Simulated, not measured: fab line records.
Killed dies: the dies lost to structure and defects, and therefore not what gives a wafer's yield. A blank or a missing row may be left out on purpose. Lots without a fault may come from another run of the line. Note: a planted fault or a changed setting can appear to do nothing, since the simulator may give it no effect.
8D (eight disciplines) problem report, filled in by code	flow sky130	the parts of the form that need people (team, actions taken, sign-off) are left out

## 1. WHAT WENT WRONG
At SKY_FIELD_ISO_ETCH_17, oes_product_au averages 0.818 a.u. over 3 wafers from 3 lots, while fault-free wafers read 0.998 a.u., standard deviation 0.0074. That puts it -24 standard deviations away from the usual mean.
The step: etches Si in HBr/Cl2/O2, target depth 342 nm, time 97.7 s.
Seen first at day 5 13:32 on rie_si-01, wafer L351.4. The record has a number at this step for 39 wafers belonging to 14 lots. Rule for "out" (also "out of limits"): further than 4 standard deviations from the usual mean. All remaining wafers that have a number are taken as sound.

## 2. WHAT IT IS, WHAT IT ISN'T
question	is	is not
which readings at this step	oes_product_au, throttle_valve_pct	drypump_motor_current_A, mfc_cl2_sccm, rf_fwd_power_W
which lots	L351, L353, L356	L336, L337, L338, L339, L340, L343, L344, L345, L346, L347, L348
which wafers of those lots	L351.4, L353.1, L356.4	L351.6, L353.3, L356.3
read on which tools	rie_si-01	rie_si-02
when	from day 5 13:32	up to then (34 sound wafers); but 2 sound wafers of L353, L356 came after

## 3. SUSPECTS, AND WHAT RULES EACH OUT
Counting: any tool at a process step up to the reading remains a suspect provided it ran every lot that is out. Sound lots after the first of them don't rule it out here, since some wafers of a struck lot are sound.
- rie_si-01 at SKY_FIELD_ISO_ETCH_17 (etches Si in HBr/Cl2/O2, target depth 342 nm, time 97.7 s): kept. It processed each lot that is out (first: L351, day 5 13:32); up to then, its last sound lot is L348 (day 4 21:01). Out on those wafers are its own readings of oes_product_au, throttle_valve_pct.
After counting, what remains is rie_si-01 at SKY_FIELD_ISO_ETCH_17.

## 4. THE CAUSE (what the simulator had put in)
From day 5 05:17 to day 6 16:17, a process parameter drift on rie_si-01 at SKY_FIELD_ISO_ETCH_17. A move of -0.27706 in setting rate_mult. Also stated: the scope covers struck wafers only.
After counting, this tool was the only one left.

## 5. THE CHAIN OF EFFECTS, in route order
One row per reading whose mean, taken over the struck wafers that have a number, lies over 3 standard deviations from the usual. Scope: only readings with a usual standard deviation given in the record; hours: median across lots of the time from each lot's start at the first step in this table that gives one to its start at this step; sigmas: change in usual standard deviations.
hours	step	reading	usual	on struck wafers	change	sigmas
0	SKY_FIELD_ISO_ETCH_17	oes_product_au	0.998 a.u.	0.818	-0.180	-24
0	SKY_FIELD_ISO_ETCH_17	throttle_valve_pct	25.658 %	25.776	+0.118	+11
Its process steps:
- SKY_FIELD_ISO_ETCH_17: etches Si in HBr/Cl2/O2, target depth 342 nm, time 97.7 s.
Later steps that measure or inspect, where all struck wafers having a row at the step show a number for every such reading and not one has moved that far: SKY_DNWELL_TW_MEAS_09, SKY_VT_ADJUST_HVTP_OVL_MEAS_08.

## 6. HOW IT WOULD HAVE BEEN CAUGHT EARLIER
In this record the first reading out of limits was taken at day 5 13:32, 8 hours after the fault began at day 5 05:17.
